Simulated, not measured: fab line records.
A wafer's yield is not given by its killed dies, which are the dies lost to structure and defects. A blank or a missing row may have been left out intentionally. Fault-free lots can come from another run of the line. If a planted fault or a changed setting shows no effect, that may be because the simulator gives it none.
Commonality check across tools + flow gf180mcu + 14 lots and 48 wafers in the sample

WHY IT WAS OPENED
GF_VT_IMPLANT_OVL_MEAS_18, reading VT_IMPLANT_01_OVL: flagged on 2 of 14 lots. Fault-free wafers read -0.2 nm, with a standard deviation of 1.4.
Rule: flag the lot when none of its wafers has a number, or when each of its wafers that has one lies beyond 4 standard deviations from that mean. The rest of the lots are taken to be sound.

| lot  | measured     | on         | VT_IMPLANT_01_OVL (nm), wafer by wafer | flag    |
|------|--------------|------------|----------------------------------------|---------|
| L221 | day 6 03:34  | overlay-01 | -0.7 1.1 0.1                           |         |
| L222 | day 6 11:58  | overlay-01 | -1.5 -2.6 -1.9                         |         |
| L224 | day 7 00:37  | overlay-01 | 1.3 0.4 0.4                            |         |
| L226 | day 7 11:55  | overlay-02 | -0.6 2.5 0.0                           |         |
| L227 | day 7 19:16  | overlay-01 | -0.6 -0.4 -0.4                         |         |
| L229 | day 8 07:10  | overlay-02 | -2.1 -1.4 -1.1                         |         |
| L233 | day 9 10:46  | overlay-02 | 0.4 -0.7 -0.4                          |         |
| L236 | day 10 06:37 | overlay-02 | -1.4 0.0 -1.2                          |         |
| L237 | day 10 10:25 | overlay-01 | 303.2 302.6 302.5 304.0 302.3 302.8    | FLAGGED |
| L238 | day 10 17:25 | overlay-01 | 302.3 303.0 303.6 302.3 303.2 304.2    | FLAGGED |
| L239 | day 11 01:19 | overlay-02 | 1.3 0.7 -1.4                           |         |
| L242 | day 11 18:19 | overlay-02 | -1.0 1.9 0.8                           |         |
| L243 | day 12 00:34 | overlay-01 | 1.7 2.1 1.6                            |         |
| L244 | day 12 07:52 | overlay-02 | 0.6 2.7 1.8                            |         |
Flagged lots average 303.0 nm: +303.2 nm relative to the usual, that is +99 or more standard deviations.

WHICH TOOL RAN EACH LOT
The record holds 1 process step before the reading, out of a route of 602 steps. Every cell lists first the tool, next ch and the chambers used by the sampled wafers, and last the start.
| lot  | flag    | GF_VT_IMPLANT_EXPOSE_15             |
|------|---------|-------------------------------------|
| L221 |         | iline stepper-01 ch 0, day 5 20:20  |
| L222 |         | iline stepper-01 ch 0, day 6 04:31  |
| L224 |         | iline stepper-02 ch 0, day 6 17:32  |
| L226 |         | iline stepper-01 ch 0, day 7 04:19  |
| L227 |         | iline stepper-01 ch 0, day 7 11:25  |
| L229 |         | iline stepper-02 ch 0, day 7 23:20  |
| L233 |         | iline stepper-02 ch 0, day 9 02:25  |
| L236 |         | iline stepper-01 ch 0, day 9 21:49  |
| L237 | FLAGGED | iline stepper-02 ch 0, day 10 01:26 |
| L238 | FLAGGED | iline stepper-02 ch 0, day 10 08:38 |
| L239 |         | iline stepper-01 ch 0, day 10 16:55 |
| L242 |         | iline stepper-01 ch 0, day 11 09:59 |
| L243 |         | iline stepper-01 ch 0, day 11 16:05 |
| L244 |         | iline stepper-01 ch 0, day 11 23:31 |
These steps, and what they do:
- GF_VT_IMPLANT_EXPOSE_15: exposes mask Nwell LV AREA, target cd 860 nm.
- GF_VT_IMPLANT_OVL_MEAS_18

FLAGGED OVER TOTAL, TOOL BY TOOL (the gauges that took the reading come last)
| step                      | tool             | lots run | flagged | share of the flagged lots | sound lots run after its first flagged lot |
|---------------------------|------------------|----------|---------|---------------------------|--------------------------------------------|
| GF_VT_IMPLANT_EXPOSE_15   | iline stepper-01 | 9        | 0       | none                      | -                                          |
| GF_VT_IMPLANT_EXPOSE_15   | iline stepper-02 | 5        | 2       | all                       | 0                                          |
| GF_VT_IMPLANT_OVL_MEAS_18 | overlay-01       | 7        | 2       | all                       | 1 (L243)                                   |
| GF_VT_IMPLANT_OVL_MEAS_18 | overlay-02       | 7        | 0       | none                      | -                                          |

THE TABLE: WHAT IT ALLOWS
Every flagged lot went through 2 rows of the table: iline stepper-02 at GF_VT_IMPLANT_EXPOSE_15 and overlay-01 at GF_VT_IMPLANT_OVL_MEAS_18.
- iline stepper-02 at GF_VT_IMPLANT_EXPOSE_15 ran 5 lots, 2 of them flagged. It ran its last sound lot, L233, at day 9 02:25 and its first flagged lot, L237, at day 10 01:26: a fault with its onset between the two fits.
- overlay-01 at GF_VT_IMPLANT_OVL_MEAS_18 ran 7 lots, 2 of them flagged. Sound lots ran on it after the first flagged one (L243), which a lasting fault on the whole tool wouldn't allow.
One tool is left: iline stepper-02 at GF_VT_IMPLANT_EXPOSE_15.

WHAT WAS PUT IN BY THE SIMULATOR
Scanner matching overlay: iline stepper-02, from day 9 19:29 on, at GF_VT_IMPLANT_EXPOSE_15. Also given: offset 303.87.
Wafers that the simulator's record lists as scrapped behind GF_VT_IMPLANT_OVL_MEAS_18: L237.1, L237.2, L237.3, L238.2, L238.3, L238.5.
Struck lots among those shown: L237, L238. The rule above found the same.
